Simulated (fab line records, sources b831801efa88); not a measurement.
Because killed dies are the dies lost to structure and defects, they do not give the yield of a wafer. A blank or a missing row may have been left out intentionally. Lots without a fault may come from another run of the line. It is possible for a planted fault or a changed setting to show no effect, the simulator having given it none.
What tool caused it? + flow sky130 + 7 lots, 21 wafers sampled, at 3 steps of a route of 708

WHAT THE GAUGES READ, wafer by wafer
SKY_LDD_LDN_TW_MEAS_13.
| lot  | measured     | on            | LDD_LDN_TW                    |
|------|--------------|---------------|-------------------------------|
| L487 | day 24 18:46 | film-metro-01 | 1512 1509 1506                |
| L492 | day 27 18:53 | film-metro-02 | 1480 1480 1489                |
| L493 | day 28 01:27 | film-metro-03 | 1372 1376 1382 1376 1378 1374 |
| L499 | day 28 05:07 | film-metro-03 | 1512 1496 1500                |
| L502 | day 29 10:26 | film-metro-03 | 1499 1493 1501                |
| L504 | day 29 16:31 | film-metro-03 | 1499 1495 1500                |
| L507 | day 30 17:11 | film-metro-02 | 1481 1478 1478                |

WHAT TOOL EACH LOT RAN ON (gives the tool, then ch and the chambers of the sampled wafers, and finally the start)
| lot  | SKY_POLY_GATE_STRIP_18               | SKY_LDD_LDN_IMPLANT_08          |
|------|--------------------------------------|---------------------------------|
| L487 | plasma-asher-02 ch 0,1, day 18 08:23 | implanter-04 ch 0, day 24 18:04 |
| L492 | plasma-asher-01 ch 0,1, day 21 10:39 | implanter-03 ch 0, day 27 18:07 |
| L493 | plasma-asher-02 ch 0,1, day 21 16:41 | implanter-03, day 28 00:11      |
| L499 | plasma-asher-01 ch 0,1, day 21 21:59 | implanter-03 ch 0, day 28 04:25 |
| L502 | plasma-asher-02 ch 0,1, day 23 07:02 | implanter-04 ch 0, day 29 09:44 |
| L504 | plasma-asher-02 ch 0,1, day 23 11:55 | implanter-04 ch 0, day 29 15:50 |
| L507 | plasma-asher-02 ch 0,1, day 24 15:41 | implanter-04 ch 0, day 30 16:29 |
- SKY_POLY_GATE_STRIP_18: strips in O2/N2.
- SKY_LDD_LDN_IMPLANT_08

THE ANSWER, worked out from the rows above alone
Rule: the lots themselves supply what counts as usual. The widest of any qualifying gaps counts: lots, ordered by their means at a reading, are off when they make up no more than a third of the lots, leave a main group of 4 or more, and stand apart from it by 3 or more times the standard deviation of that group's means. The tables above print the reading to a certain number of digits; a main group whose means all agree to those digits is not used. Also off: a lot with no number at a reading for which 4 or more lots have one. Where the step has rows for the other lots, those lots are counted as sound.
Off: L493, at SKY_LDD_LDN_TW_MEAS_13 (LDD_LDN_TW). Main group: mean 1495, sd 11.
If a tool, at a process step before that reading, ran all the lots that are off and no sound lot after the first of them, it fits. The gauges at SKY_LDD_LDN_TW_MEAS_13 are tried like those tools. No candidate that was tried fits.

WHAT THE SIMULATOR HAD INSERTED
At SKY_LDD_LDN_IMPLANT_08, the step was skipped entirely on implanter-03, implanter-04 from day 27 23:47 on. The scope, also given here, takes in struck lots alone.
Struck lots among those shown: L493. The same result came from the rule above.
